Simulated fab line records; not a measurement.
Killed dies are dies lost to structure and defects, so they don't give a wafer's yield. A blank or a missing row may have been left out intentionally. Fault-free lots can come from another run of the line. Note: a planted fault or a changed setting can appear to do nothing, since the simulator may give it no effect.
Which of the tools did it?    flow gf180mcu    13 lots with 39 wafers sampled at 4 steps, on a route of 602 steps

== WHAT EACH GAUGE READ, for each wafer ==
GF_HV_LDD_CD_MEAS_19: the cd target is 400 nm. Usual: 399.1 nm for cd-nm, sd 2.2.
lot   measured      on         cd-nm (nm)         flag
L565  day 11 03:16  cd-sem-01  402.3 399.1 400.6  
L566  day 11 12:22  cd-sem-01  397.5 398.4 397.7  
L569  day 12 12:52  cd-sem-01  394.2 394.8 394.0  
L570  day 12 22:52  cd-sem-01  403.1 403.3 402.9  
L572  day 14 02:08  cd-sem-02  400.4 399.8 402.9  
L574  day 14 17:58  cd-sem-01  402.1 398.0 400.5  
L575  day 14 19:55  cd-sem-01  402.3 399.0 398.0  
L576  day 15 03:37  cd-sem-02  399.1 398.9 398.0  
L578  day 15 08:20  cd-sem-02  401.5 401.8 401.3  
L577  day 15 14:40  cd-sem-01  397.0 396.6 398.7  
L579  day 15 20:11  cd-sem-01  394.7 396.5 394.9  
L584  day 17 09:58  cd-sem-02  399.3 396.6 397.9  
L585  day 17 17:34  cd-sem-01  399.7 398.5 398.5  

GF_HV_LDD_TW_MEAS_50. Usual: HV_LDD_4_TW gives 569 (standard deviation 3.7).
lot   measured      on             HV_LDD_4_TW  flag
L565  day 12 18:23  film-metro-02  570 571 568  
L566  day 13 02:26  film-metro-01  568 572 568  
L569  day 14 05:59  film-metro-01  566 567 568  
L570  day 14 16:19  film-metro-02  572 570 574  
L572  day 15 21:10  film-metro-01  567 566 564  
L574  day 16 14:35  film-metro-02  572 573 571  
L575  day 16 16:32  film-metro-01  567 566 568  
L576  day 17 01:53  film-metro-02  571 576 572  
L578  day 17 07:37  film-metro-01  561 562 565  
L577  day 17 13:24  film-metro-01  563 561 562  
L579  day 17 19:15  film-metro-01  563 559 561  
L584  day 19 10:01  film-metro-02  645 642 648  OFF
L585  day 19 19:18  film-metro-04  649 646 654  OFF

GF_HV_LDD_THK_MEAS_57. Usual: HV_LDD_CVD_56_THK gives 89.8 nm (standard deviation 1.1).
lot   measured      on             HV_LDD_CVD_56_THK (nm)  flag
L565  day 12 22:48  film-metro-04  89.7 88.9 89.6          
L566  day 13 05:15  film-metro-04  89.8 89.9 89.6          
L569  day 14 09:05  film-metro-01  88.8 87.9 88.8          
L570  day 14 19:50  film-metro-01  89.9 89.8 90.9          
L572  day 15 23:59  film-metro-01  91.0 92.4 92.2          
L574  day 16 17:23  film-metro-04  91.4 92.4 92.1          
L575  day 16 19:52  film-metro-04  90.4 90.6 91.3          
L576  day 17 04:46  film-metro-01  88.9 89.6 89.4          
L578  day 17 11:34  film-metro-04  88.3 89.5 89.2          
L577  day 17 17:33  film-metro-04  89.1 89.2 89.3          
L579  day 17 22:37  film-metro-01  89.4 89.5 90.0          
L584  day 19 13:25  film-metro-01  90.3 89.6 89.9          
L585  day 19 22:07  film-metro-01  89.0 89.1 88.5          

== WHAT TOOL EACH LOT RAN ON (gives the tool, then ch and the chambers of the sampled wafers, and finally the start) ==
lot   GF_HV_LDD_IMPLANT_48
L565  implanter-02 ch 0, day 12 18:10
L566  implanter-03 ch 0, day 13 02:13
L569  implanter-02 ch 0, day 14 05:46
L570  implanter-02 ch 0, day 14 16:04
L572  implanter-02 ch 0, day 15 20:55
L574  implanter-03 ch 0, day 16 14:22
L575  implanter-04 ch 0, day 16 16:17
L576  implanter-04 ch 0, day 17 01:40
L578  implanter-04 ch 0, day 17 07:24
L577  implanter-03 ch 0, day 17 13:11
L579  implanter-02 ch 0, day 17 19:03
L584  implanter-03 ch 0, day 19 09:48
L585  implanter-03 ch 0, day 19 19:06
- GF_HV_LDD_IMPLANT_48

== WHAT THE TOOLS THEMSELVES READ (means of the sampled wafers that have a number; where no wafer has one, the mark that the record gives instead) ==
GF_HV_LDD_IMPLANT_48. Usual: dose-ions-cm2 3e+13, standard deviation 3.3e+10; faraday-current-uA 169, standard deviation 3.6.
lot   tool          dose-ions-cm2  faraday-current-uA  flag
L565  implanter-02  3e+13          169                 
L566  implanter-03  3e+13          172                 
L569  implanter-02  3e+13          169                 
L570  implanter-02  3e+13          166                 
L572  implanter-02  3e+13          171                 
L574  implanter-03  3e+13          170                 
L575  implanter-04  3e+13          164                 
L576  implanter-04  3e+13          169                 
L578  implanter-04  3e+13          169                 
L577  implanter-03  3e+13          173                 
L579  implanter-02  3e+13          168                 
L584  implanter-03  5e+13          256                 OFF
L585  implanter-03  5e+13          259                 OFF

== THE ANSWER, worked out from the rows above alone ==
Rule: take the mean of a lot's wafers that have a number; if it is more than 3 standard deviations from the usual mean, the lot is off. A lot without any number at a reading at which 4 lots or more have one is off too. All remaining lots with rows at the step are treated as sound. After the gauges, taken in route order, come the tools' own readings; for these a lot's mean is taken, as printed above. The first step at which some lot is off is used, and at that step the reading that is off furthest; a lot without a number counts as furthest.
Off: L584, L585, at GF_HV_LDD_TW_MEAS_50 (HV_LDD_4_TW).
A tool fits if, at a process step before that reading, it ran every lot that is off, and no sound lot after the first of them. The gauges at GF_HV_LDD_TW_MEAS_50 aren't tried: what is off there is off at GF_HV_LDD_IMPLANT_48 too, on other tools, and a gauge's error can't cause that. One fits: GF_HV_LDD_IMPLANT_48 on implanter-03. Its last sound lot is L577 (day 17 13:11), its first lot that is off L584 (day 19 09:48): a fault that began between those two fits.
The tool's own readings at GF_HV_LDD_IMPLANT_48 bear it out: on the lots that are off they differ by more than 5 times the standard deviation of the sound lots' means. dose-ions-cm2 reads 5e+13 there against 3e+13 on the sound lots; faraday-current-uA reads 258 there against 169 on the sound lots.

== WHAT THE SIMULATOR HAD PUT IN ==
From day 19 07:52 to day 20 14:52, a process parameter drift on implanter-03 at GF_HV_LDD_IMPLANT_48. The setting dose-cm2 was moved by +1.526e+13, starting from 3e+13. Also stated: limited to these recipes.
Struck lots among those shown: L584, L585. Same finding as the rule above.
